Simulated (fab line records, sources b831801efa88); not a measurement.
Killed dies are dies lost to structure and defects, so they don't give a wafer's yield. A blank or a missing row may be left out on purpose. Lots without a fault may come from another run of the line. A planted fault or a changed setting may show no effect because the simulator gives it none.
One fault seen from 2 desks | flow gf180mcu | each desk has only its own numbers; what lay behind them comes last

THE TOOL OWNER'S DESK: pvd_sputter-02
The tool's own readings at GF_M3_SPUTTER_04 (material TiN, target thk 50 nm, time 41.7 s): means of the sampled wafers that have a number, for each lot that ran on this tool. A lot is out of limits, marked OUT, if its mean lies more than 4 standard deviations from the usual mean; the brackets give that distance.
Columns: A = throttle_valve_pct at GF_M3_SPUTTER_04, usual 30.0 %
lot  | first seen here | A
L114 | day 22 14:17    | 29.5
L121 | day 24 22:01    | 29.8
L128 | day 27 01:58    | 29.3
L131 | day 27 16:49    | 29.1
This desk's finding: nothing out of limits on any of the 4 lots.

THE METROLOGY DESK
What the gauges read, lot by lot, whatever tool the lot ran on: means of the sampled wafers that have a number. A lot is out of limits, marked OUT, if its mean lies more than 4 standard deviations from the usual mean; the brackets give that distance. Of its 9 readings 7 are shown: those that lie furthest out on some lot.
Columns: A = V2_W_THK at GF_V2_THK_MEAS_25, usual 353 nm; B = M3_ALCU_RS at GF_M3_RS_MEAS_05, usual 0.0695 ohm/sq; C = M3_ALCU_THK at GF_M3_THK_MEAS_06, usual 452 nm; D = cd_nm at GF_M3_CD_MEAS_14, usual 279.9 nm; E = M3_OVL at GF_M3_OVL_MEAS_15, usual 2 nm; F = V3_CVD_00_THK at GF_V3_THK_MEAS_01, usual 602 nm; G = V3_BOW at GF_V3_BOW_MEAS_05, usual 116 um
lot  | first seen here | A   | B      | C   | D     | E  | F   | G
L112 | day 21 10:40    | 351 | 0.0698 | 445 | 278.3 | -1 | 598 | 110
L114 | day 22 13:38    | 356 | 0.0696 | 451 | 278.6 | 4  | 595 | 112
L121 | day 24 21:23    | 352 | 0.0699 | 447 | 279.4 | -4 | 603 | 130
L128 | day 27 01:17    | 351 | 0.0691 | 453 | 279.6 | 12 | 595 | 111
L131 | day 27 16:09    | 361 | 0.0683 | 463 | 279.8 | 6  | 609 | 121
This desk's finding: nothing out of limits on any of the 5 lots.

PUT TOGETHER
The tool owner's desk saw nothing out of limits.
The metrology desk saw nothing out of limits.

WHAT THE SIMULATOR HAD PUT IN
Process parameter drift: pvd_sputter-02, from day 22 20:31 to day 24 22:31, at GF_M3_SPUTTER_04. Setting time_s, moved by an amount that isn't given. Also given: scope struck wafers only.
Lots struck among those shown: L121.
